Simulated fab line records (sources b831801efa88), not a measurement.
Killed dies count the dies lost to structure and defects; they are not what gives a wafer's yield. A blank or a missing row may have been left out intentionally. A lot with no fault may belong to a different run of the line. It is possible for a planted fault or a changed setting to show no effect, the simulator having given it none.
What tool caused it? || flow gf180mcu || 12 lots with 36 wafers sampled at 5 steps, on a route of 602 steps

WHAT EACH GAUGE READ, for each wafer
GF_HV_LDD_OVL_MEAS_08.
{"lot": "L931", "measured": "day 10 00:58", "on": "overlay-02", "HV_LDD_OVL (nm)": "-1.8 -0.7 -2.5"}
{"lot": "L934", "measured": "day 10 22:16", "on": "overlay-01", "HV_LDD_OVL (nm)": "-3.5 -2.6 0.3"}
{"lot": "L936", "measured": "day 11 13:44", "on": "overlay-02", "HV_LDD_OVL (nm)": "-2.2 -2.1 -3.3"}
{"lot": "L937", "measured": "day 11 19:16", "on": "overlay-02", "HV_LDD_OVL (nm)": "0.0 -3.3 -3.9"}
{"lot": "L939", "measured": "day 12 13:49", "on": "overlay-02", "HV_LDD_OVL (nm)": "-0.7 -1.6 -3.1"}
{"lot": "L942", "measured": "day 13 17:13", "on": "overlay-02", "HV_LDD_OVL (nm)": "-3.4 -2.6 0.7"}
{"lot": "L943", "measured": "day 14 00:51", "on": "overlay-02", "HV_LDD_OVL (nm)": "-0.7 -0.6 -1.3"}
{"lot": "L944", "measured": "day 14 04:39", "on": "overlay-01", "HV_LDD_OVL (nm)": "-0.1 1.4 -1.7"}
{"lot": "L945", "measured": "day 14 09:00", "on": "overlay-01", "HV_LDD_OVL (nm)": "-1.9 -1.6 -2.4"}
{"lot": "L952", "measured": "day 16 14:39", "on": "overlay-02", "HV_LDD_OVL (nm)": "-0.6 -2.5 -2.1"}
{"lot": "L953", "measured": "day 16 20:12", "on": "overlay-02", "HV_LDD_OVL (nm)": "-1.3 -2.4 0.2"}
{"lot": "L954", "measured": "day 17 06:57", "on": "overlay-02", "HV_LDD_OVL (nm)": "-1.2 -1.4 -2.4"}

GF_HV_LDD_TW_MEAS_50.
{"lot": "L931", "measured": "day 12 10:50", "on": "film-metro-04", "HV_LDD_4_TW": "556 559 559"}
{"lot": "L934", "measured": "day 13 09:24", "on": "film-metro-03", "HV_LDD_4_TW": "563 562 565"}
{"lot": "L936", "measured": "day 14 00:52", "on": "film-metro-03", "HV_LDD_4_TW": "564 560 565"}
{"lot": "L937", "measured": "day 14 08:04", "on": "film-metro-03", "HV_LDD_4_TW": "564 562 560"}
{"lot": "L939", "measured": "day 15 04:07", "on": "film-metro-04", "HV_LDD_4_TW": "557 558 560"}
{"lot": "L942", "measured": "day 16 09:13", "on": "film-metro-04", "HV_LDD_4_TW": "558 558 557"}
{"lot": "L943", "measured": "day 16 17:31", "on": "film-metro-04", "HV_LDD_4_TW": "580 579 579 576 580 580"}
{"lot": "L944", "measured": "day 16 22:32", "on": "film-metro-04", "HV_LDD_4_TW": "560 562 560"}
{"lot": "L945", "measured": "day 17 02:41", "on": "film-metro-04", "HV_LDD_4_TW": "579 581 578 581 578 582"}
{"lot": "L952", "measured": "day 19 14:41", "on": "film-metro-04", "HV_LDD_4_TW": "558 560 556"}
{"lot": "L953", "measured": "day 19 21:27", "on": "film-metro-03", "HV_LDD_4_TW": "566 567 567"}
{"lot": "L954", "measured": "day 20 08:50", "on": "film-metro-04", "HV_LDD_4_TW": "558 561 562"}

WHAT TOOL EACH LOT RAN ON (gives the tool, then ch and the chambers of the sampled wafers, and finally the start)
{"lot": "L931", "GF_HV_LDD_STRIP_10": "plasma-asher-01 ch 0,1, day 10 01:08", "GF_HV_LDD_STRIP_37": "plasma-asher-04 ch 1, day 11 15:16", "GF_HV_LDD_IMPLANT_48": "implanter-02 ch 0, day 12 10:35"}
{"lot": "L934", "GF_HV_LDD_STRIP_10": "plasma-asher-04 ch 0,1, day 10 22:29", "GF_HV_LDD_STRIP_37": "plasma-asher-04 ch 0,1, day 12 13:22", "GF_HV_LDD_IMPLANT_48": "implanter-02 ch 0, day 13 09:11"}
{"lot": "L936", "GF_HV_LDD_STRIP_10": "plasma-asher-04 ch 0,1, day 11 13:57", "GF_HV_LDD_STRIP_37": "plasma-asher-01 ch 0,1, day 13 04:22", "GF_HV_LDD_IMPLANT_48": "implanter-02 ch 0, day 14 00:40"}
{"lot": "L937", "GF_HV_LDD_STRIP_10": "plasma-asher-04 ch 0,1, day 11 19:29", "GF_HV_LDD_STRIP_37": "plasma-asher-02 ch 0, day 13 11:22", "GF_HV_LDD_IMPLANT_48": "implanter-03 ch 0, day 14 07:50"}
{"lot": "L939", "GF_HV_LDD_STRIP_10": "plasma-asher-01 ch 0,1, day 12 13:59", "GF_HV_LDD_STRIP_37": "plasma-asher-01 ch 0,1, day 14 06:53", "GF_HV_LDD_IMPLANT_48": "implanter-03 ch 0, day 15 03:50"}
{"lot": "L942", "GF_HV_LDD_STRIP_10": "plasma-asher-04 ch 0,1, day 13 17:23", "GF_HV_LDD_STRIP_37": "plasma-asher-01 ch 0,1, day 15 11:11", "GF_HV_LDD_IMPLANT_48": "implanter-03 ch 0, day 16 08:55"}
{"lot": "L943", "GF_HV_LDD_STRIP_10": "plasma-asher-02 ch 0,1, day 14 01:02", "GF_HV_LDD_STRIP_37": "plasma-asher-02 ch 0,1, day 15 19:07", "GF_HV_LDD_IMPLANT_48": "implanter-03 ch 0, day 16 17:17"}
{"lot": "L944", "GF_HV_LDD_STRIP_10": "plasma-asher-04 ch 0,1, day 14 04:50", "GF_HV_LDD_STRIP_37": "plasma-asher-04 ch 1, day 15 23:55", "GF_HV_LDD_IMPLANT_48": "implanter-01 ch 0, day 16 22:19"}
{"lot": "L945", "GF_HV_LDD_STRIP_10": "plasma-asher-04 ch 0,1, day 14 09:11", "GF_HV_LDD_STRIP_37": "plasma-asher-04 ch 0,1, day 16 04:13", "GF_HV_LDD_IMPLANT_48": "implanter-03 ch 0, day 17 02:26"}
{"lot": "L952", "GF_HV_LDD_STRIP_10": "plasma-asher-01 ch 0,1, day 16 14:50", "GF_HV_LDD_STRIP_37": "plasma-asher-02 ch 0,1, day 18 14:07", "GF_HV_LDD_IMPLANT_48": "implanter-02 ch 0, day 19 14:26"}
{"lot": "L953", "GF_HV_LDD_STRIP_10": "plasma-asher-04 ch 0,1, day 16 20:23", "GF_HV_LDD_STRIP_37": "plasma-asher-02 ch 0,1, day 18 20:59", "GF_HV_LDD_IMPLANT_48": "implanter-01 ch 0, day 19 21:13"}
{"lot": "L954", "GF_HV_LDD_STRIP_10": "plasma-asher-02 ch 0,1, day 17 07:08", "GF_HV_LDD_STRIP_37": "plasma-asher-01 ch 0,1, day 19 08:14", "GF_HV_LDD_IMPLANT_48": "implanter-01 ch 0, day 20 08:35"}
- GF_HV_LDD_STRIP_10: strips in O2/N2.
- GF_HV_LDD_STRIP_37: strips in O2/N2.
- GF_HV_LDD_IMPLANT_48

WHAT THE TOOLS THEMSELVES READ (means of the sampled wafers that have a number; where no wafer has one, the mark that the record gives instead)
GF_HV_LDD_STRIP_10.
{"lot": "L931", "tool": "plasma-asher-01", "drypump-motor-current-A (A)": 5.3, "heater-power-w (W)": 339, "oes-product-au (a.u.)": 0.717, "platen-temp-c (C)": 250.19, "strip-time-to-endpoint-s (s)": 12.64}
{"lot": "L934", "tool": "plasma-asher-04", "drypump-motor-current-A (A)": 5.5, "heater-power-w (W)": 288, "oes-product-au (a.u.)": 0.719, "platen-temp-c (C)": 250.18, "strip-time-to-endpoint-s (s)": 12.68}
{"lot": "L936", "tool": "plasma-asher-04", "drypump-motor-current-A (A)": 5.8, "heater-power-w (W)": 307, "oes-product-au (a.u.)": 0.718, "platen-temp-c (C)": 249.86, "strip-time-to-endpoint-s (s)": 12.62}
{"lot": "L937", "tool": "plasma-asher-04", "drypump-motor-current-A (A)": 5.5, "heater-power-w (W)": 290, "oes-product-au (a.u.)": 0.716, "platen-temp-c (C)": 249.87, "strip-time-to-endpoint-s (s)": 12.65}
{"lot": "L939", "tool": "plasma-asher-01", "drypump-motor-current-A (A)": 5.4, "heater-power-w (W)": 332, "oes-product-au (a.u.)": 0.717, "platen-temp-c (C)": 249.83, "strip-time-to-endpoint-s (s)": 12.60}
{"lot": "L942", "tool": "plasma-asher-04", "drypump-motor-current-A (A)": 5.5, "heater-power-w (W)": 285, "oes-product-au (a.u.)": 0.716, "platen-temp-c (C)": 250.11, "strip-time-to-endpoint-s (s)": 12.67}
{"lot": "L943", "tool": "plasma-asher-02", "drypump-motor-current-A (A)": 6.1, "heater-power-w (W)": 384, "oes-product-au (a.u.)": 0.717, "platen-temp-c (C)": 250.19, "strip-time-to-endpoint-s (s)": 12.65}
{"lot": "L944", "tool": "plasma-asher-04", "drypump-motor-current-A (A)": 5.5, "heater-power-w (W)": 291, "oes-product-au (a.u.)": 0.717, "platen-temp-c (C)": 249.99, "strip-time-to-endpoint-s (s)": 12.63}
{"lot": "L945", "tool": "plasma-asher-04", "drypump-motor-current-A (A)": 5.5, "heater-power-w (W)": 287, "oes-product-au (a.u.)": 0.718, "platen-temp-c (C)": 250.09, "strip-time-to-endpoint-s (s)": 12.62}
{"lot": "L952", "tool": "plasma-asher-01", "drypump-motor-current-A (A)": 5.3, "heater-power-w (W)": 335, "oes-product-au (a.u.)": 0.715, "platen-temp-c (C)": 250.10, "strip-time-to-endpoint-s (s)": 12.64}
{"lot": "L953", "tool": "plasma-asher-04", "drypump-motor-current-A (A)": 5.8, "heater-power-w (W)": 314, "oes-product-au (a.u.)": 0.721, "platen-temp-c (C)": 249.98, "strip-time-to-endpoint-s (s)": 12.59}
{"lot": "L954", "tool": "plasma-asher-02", "drypump-motor-current-A (A)": 6.2, "heater-power-w (W)": 377, "oes-product-au (a.u.)": 0.717, "platen-temp-c (C)": 249.78, "strip-time-to-endpoint-s (s)": 12.62}

GF_HV_LDD_STRIP_37.
{"lot": "L931", "tool": "plasma-asher-04", "drypump-motor-current-A (A)": 6.1, "heater-power-w (W)": 331, "oes-product-au (a.u.)": 0.713, "platen-temp-c (C)": 250.13, "strip-time-to-endpoint-s (s)": 12.62}
{"lot": "L934", "tool": "plasma-asher-04", "drypump-motor-current-A (A)": 5.8, "heater-power-w (W)": 311, "oes-product-au (a.u.)": 0.713, "platen-temp-c (C)": 250.13, "strip-time-to-endpoint-s (s)": 12.62}
{"lot": "L936", "tool": "plasma-asher-01", "drypump-motor-current-A (A)": 5.3, "heater-power-w (W)": 362, "oes-product-au (a.u.)": 0.717, "platen-temp-c (C)": 249.92, "strip-time-to-endpoint-s (s)": 12.64}
{"lot": "L937", "tool": "plasma-asher-02", "drypump-motor-current-A (A)": 6.3, "heater-power-w (W)": 395, "oes-product-au (a.u.)": 0.715, "platen-temp-c (C)": 249.89, "strip-time-to-endpoint-s (s)": 12.68}
{"lot": "L939", "tool": "plasma-asher-01", "drypump-motor-current-A (A)": 5.3, "heater-power-w (W)": 359, "oes-product-au (a.u.)": 0.717, "platen-temp-c (C)": 250.08, "strip-time-to-endpoint-s (s)": 12.69}
{"lot": "L942", "tool": "plasma-asher-01", "drypump-motor-current-A (A)": 5.3, "heater-power-w (W)": 340, "oes-product-au (a.u.)": 0.716, "platen-temp-c (C)": 249.87, "strip-time-to-endpoint-s (s)": 12.62}
{"lot": "L943", "tool": "plasma-asher-02", "drypump-motor-current-A (A)": 6.1, "heater-power-w (W)": 376, "oes-product-au (a.u.)": 0.717, "platen-temp-c (C)": 250.14, "strip-time-to-endpoint-s (s)": 12.64}
{"lot": "L944", "tool": "plasma-asher-04", "drypump-motor-current-A (A)": 6.1, "heater-power-w (W)": 330, "oes-product-au (a.u.)": 0.715, "platen-temp-c (C)": 250.02, "strip-time-to-endpoint-s (s)": 12.65}
{"lot": "L945", "tool": "plasma-asher-04", "drypump-motor-current-A (A)": 5.8, "heater-power-w (W)": 305, "oes-product-au (a.u.)": 0.718, "platen-temp-c (C)": 250.02, "strip-time-to-endpoint-s (s)": 12.65}
{"lot": "L952", "tool": "plasma-asher-02", "drypump-motor-current-A (A)": 6.0, "heater-power-w (W)": 365, "oes-product-au (a.u.)": 0.718, "platen-temp-c (C)": 249.96, "strip-time-to-endpoint-s (s)": 12.63}
{"lot": "L953", "tool": "plasma-asher-02", "drypump-motor-current-A (A)": 6.0, "heater-power-w (W)": 357, "oes-product-au (a.u.)": 0.719, "platen-temp-c (C)": 249.97, "strip-time-to-endpoint-s (s)": 12.60}
{"lot": "L954", "tool": "plasma-asher-01", "drypump-motor-current-A (A)": 5.3, "heater-power-w (W)": 375, "oes-product-au (a.u.)": 0.719, "platen-temp-c (C)": 249.91, "strip-time-to-endpoint-s (s)": 12.64}

GF_HV_LDD_IMPLANT_48.
{"lot": "L931", "tool": "implanter-02", "dose-ions-cm2": 3e+13, "faraday-current-uA": 171}
{"lot": "L934", "tool": "implanter-02", "dose-ions-cm2": 3e+13, "faraday-current-uA": 169}
{"lot": "L936", "tool": "implanter-02", "dose-ions-cm2": 3e+13, "faraday-current-uA": 174}
{"lot": "L937", "tool": "implanter-03", "dose-ions-cm2": 3e+13, "faraday-current-uA": 169}
{"lot": "L939", "tool": "implanter-03", "dose-ions-cm2": 3e+13, "faraday-current-uA": 169}
{"lot": "L942", "tool": "implanter-03", "dose-ions-cm2": 3e+13, "faraday-current-uA": 171}
{"lot": "L943", "tool": "implanter-03", "dose-ions-cm2": 3e+13, "faraday-current-uA": 190}
{"lot": "L944", "tool": "implanter-01", "dose-ions-cm2": 3e+13, "faraday-current-uA": 169}
{"lot": "L945", "tool": "implanter-03", "dose-ions-cm2": 3e+13, "faraday-current-uA": 189}
{"lot": "L952", "tool": "implanter-02", "dose-ions-cm2": 3e+13, "faraday-current-uA": 171}
{"lot": "L953", "tool": "implanter-01", "dose-ions-cm2": 3e+13, "faraday-current-uA": 169}
{"lot": "L954", "tool": "implanter-01", "dose-ions-cm2": 3e+13, "faraday-current-uA": 167}

THE ANSWER, worked out from the rows above alone
Rule: what is usual is taken from the lots themselves. Put in order of their means at a reading, lots are off if they are a third of the lots or fewer, leave a main group of 4 or more, and stand apart from it by a gap of 3 or more times the standard deviation of the main group's means; of several such gaps the widest counts. A main group whose means are all the same, to the digits that the tables above print for the reading, isn't used. Also off: a lot with no number at a reading for which 4 or more lots have one. All remaining lots with rows at the step are treated as sound. Order of review: gauges by route order, followed by the tools' own readings, for which a lot's mean as printed above is used. At the first step where some lot is off, the reading lying furthest off is the one used; lots without a number count as furthest.
Off: at GF_HV_LDD_TW_MEAS_50 (HV_LDD_4_TW), L943, L945. Main group: mean 561, sd 2.8.
If a tool, at a process step before that reading, ran all the lots that are off and no sound lot after the first of them, it fits. Not tried: the gauges at GF_HV_LDD_TW_MEAS_50; whatever is off there is also off at GF_HV_LDD_IMPLANT_48, on other tools, and gauge error can't account for it. One candidate fits, namely implanter-03 at GF_HV_LDD_IMPLANT_48. Its last sound lot is L942 (day 16 08:55), its first lot that is off L943 (day 16 17:17): a fault that began between those two fits.
On the lots that are off, the tool's own readings at GF_HV_LDD_IMPLANT_48 differ by more than 5 times the standard deviation of the sound lots' means, which bears it out; faraday-current-uA reads 190 there versus 170 on the sound lots.

WHAT THE SIMULATOR HAD INSERTED
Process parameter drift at GF_HV_LDD_IMPLANT_48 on implanter-03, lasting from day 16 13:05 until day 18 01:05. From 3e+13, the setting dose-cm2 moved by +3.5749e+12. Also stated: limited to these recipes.
Shown lots that were struck: L943, L945. The rule above reached the same finding.
